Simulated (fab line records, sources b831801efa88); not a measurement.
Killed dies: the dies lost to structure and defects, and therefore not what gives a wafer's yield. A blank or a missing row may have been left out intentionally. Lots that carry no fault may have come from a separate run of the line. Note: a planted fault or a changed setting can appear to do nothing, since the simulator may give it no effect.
Which tool did it? | flow sky130 | 13 lots, 39 wafers sampled, at 5 steps of a route of 708

## WHAT THE GAUGES SHOWED, per wafer
SKY_CONTACT_THK_MEAS_01. Usual: CONTACT_CVD_00_THK typically reads 74.9 nm, with standard deviation 1.
lot  | measured     | on            | CONTACT_CVD_00_THK (nm) | flag
L179 | day 30 10:13 | film_metro-03 | 74.8 73.9 76.4          |
L180 | day 30 19:07 | film_metro-04 | 74.8 74.6 76.1          |
L181 | day 30 22:20 | film_metro-04 | 74.1 75.9 75.0          |
L182 | day 31 12:32 | film_metro-01 | 74.6 76.7 75.8          |
L185 | day 32 08:34 | film_metro-04 | 74.5 74.3 74.2          |
L186 | day 32 18:49 | film_metro-03 | 74.5 75.2 76.8          |
L188 | day 33 08:20 | film_metro-03 | 73.9 75.1 74.6          |
L189 | day 33 21:25 | film_metro-03 | 76.2 76.2 77.1          |
L192 | day 35 00:02 | film_metro-01 | 73.9 74.5 74.5          |
L193 | day 35 05:23 | film_metro-03 | 75.0 76.3 76.3          |
L194 | day 35 11:58 | film_metro-03 | 74.2 74.3 75.1          |
L196 | day 36 03:02 | film_metro-03 | 75.6 75.5 74.7          |
L202 | day 37 19:24 | film_metro-01 | 74.0 74.3 76.0          |

SKY_CONTACT_OVL_MEAS_15. Usual: CONTACT_OVL typically reads 1 nm, with standard deviation 5.6.
lot  | measured     | on         | CONTACT_OVL (nm) | flag
L179 | day 31 13:57 | overlay-01 | 5 -1 7           |
L180 | day 31 23:24 | overlay-02 | 5 0 5            |
L181 | day 32 02:34 | overlay-02 | 1 4 -2           |
L182 | day 32 15:21 | overlay-02 | 2 -2 -6          |
L185 | day 33 12:17 | overlay-02 | -1 -1 3          |
L186 | day 33 22:35 | overlay-02 | -8 -4 -9         |
L188 | day 34 10:39 | overlay-01 | -1 -1 -2         |
L189 | day 35 00:48 | overlay-01 | 4 -3 -1          |
L192 | day 36 02:17 | overlay-02 | -1 -3 -8         |
L193 | day 36 08:45 | overlay-02 | 0 0 3            |
L194 | day 36 14:26 | overlay-01 | 1 11 8           |
L196 | day 37 05:16 | overlay-01 | -2 3 -1          |
L202 | day 38 22:14 | overlay-01 | 4 2 1            |

SKY_METAL1_CD_MEAS_15: target cd 140 nm. Usual: cd_nm at 139.8 nm, with a standard deviation of 1.6.
lot  | measured     | on        | cd_nm (nm)        | flag
L179 | day 32 18:28 | cd_sem-02 | 139.9 139.4 137.5 |
L180 | day 33 03:58 | cd_sem-01 | 139.3 139.6 138.3 |
L181 | day 33 06:57 | cd_sem-01 | 140.7 140.5 139.3 |
L182 | day 33 20:10 | cd_sem-01 | 144.1 143.7 142.8 |
L185 | day 34 16:55 | cd_sem-02 | 141.0 141.2 139.6 |
L186 | day 35 02:52 | cd_sem-01 | 139.7 138.2 138.2 |
L188 | day 35 14:37 | cd_sem-01 | 140.1 140.7 141.2 |
L189 | day 36 04:11 | cd_sem-02 | 141.4 140.6 140.3 |
L192 | day 37 06:02 | cd_sem-02 | 135.8 137.9 135.1 |
L193 | day 37 13:05 | cd_sem-01 | 141.0 140.3 139.5 |
L194 | day 37 17:58 | cd_sem-01 | 134.5 138.8 134.4 |
L196 | day 38 08:56 | cd_sem-01 | 139.2 139.0 134.8 |
L202 | day 40 00:40 | cd_sem-01 | 137.8 138.2 138.6 |

SKY_METAL1_OVL_MEAS_16. Usual: METAL1_OVL typically reads 4 nm, with standard deviation 5.2.
lot  | measured     | on         | METAL1_OVL (nm) | flag
L179 | day 32 18:35 | overlay-01 | 7 9 4           |
L180 | day 33 04:05 | overlay-01 | 15 0 7          |
L181 | day 33 07:03 | overlay-01 | 3 3 9           |
L182 | day 33 20:16 | overlay-02 | 2 13 5          |
L185 | day 34 17:02 | overlay-02 | 3 13 10         |
L186 | day 35 02:59 | overlay-01 | 3 6 -2          |
L188 | day 35 14:44 | overlay-01 | 0 7 4           |
L189 | day 36 04:16 | overlay-02 | -2 6 1          |
L192 | day 37 06:08 | overlay-02 | 11 6 12         |
L193 | day 37 13:11 | overlay-02 | 7 10 12         |
L194 | day 37 18:05 | overlay-02 | -2 8 4          |
L196 | day 38 09:02 | overlay-01 | -2 -3 8         |
L202 | day 40 00:47 | overlay-02 | 2 7 2           |

## EACH LOT AND THE TOOL THAT RAN IT (in order: tool; ch and the chambers of the sampled wafers; start)
lot  | SKY_METAL1_DEVELOP_14
L179 | litho_track-02 ch 0, day 32 18:00
L180 | litho_track-03 ch 0, day 33 03:00
L181 | litho_track-02 ch 0, day 33 06:00
L182 | litho_track-02 ch 0, day 33 19:00
L185 | litho_track-01 ch 0, day 34 16:00
L186 | litho_track-01 ch 0, day 35 02:00
L188 | litho_track-02 ch 0, day 35 14:00
L189 | litho_track-03 ch 0, day 36 04:00
L192 | litho_track-02 ch 0, day 37 05:00
L193 | litho_track-02 ch 0, day 37 12:00
L194 | litho_track-02 ch 0, day 37 17:00
L196 | litho_track-02 ch 0, day 38 08:00
L202 | litho_track-03 ch 0, day 40 00:00
- SKY_METAL1_DEVELOP_14: develop time 60 s.

## AS READ BY THE TOOLS THEMSELVES (means over the sampled wafers that have a number; for cases with no such wafer, the mark the record gives instead)
The record holds no such reading with a usual standard deviation.

## THE ANSWER, worked out from the rows above alone
Rule: a lot is off if the mean of its wafers that have a number lies more than 3 standard deviations from the usual mean. Also off: a lot with no number at a reading for which 4 or more lots have one. Where the step has rows for the other lots, those lots are counted as sound. First the gauges in route order, then the tools' own readings, where a lot's mean is used as printed above. The first step at which some lot is off is used, and at that step the reading that is off furthest; a lot without a number counts as furthest.
Across all readings shown, no lot is off: no conclusion can be drawn from this.

## WHAT WAS PUT IN BY THE SIMULATOR
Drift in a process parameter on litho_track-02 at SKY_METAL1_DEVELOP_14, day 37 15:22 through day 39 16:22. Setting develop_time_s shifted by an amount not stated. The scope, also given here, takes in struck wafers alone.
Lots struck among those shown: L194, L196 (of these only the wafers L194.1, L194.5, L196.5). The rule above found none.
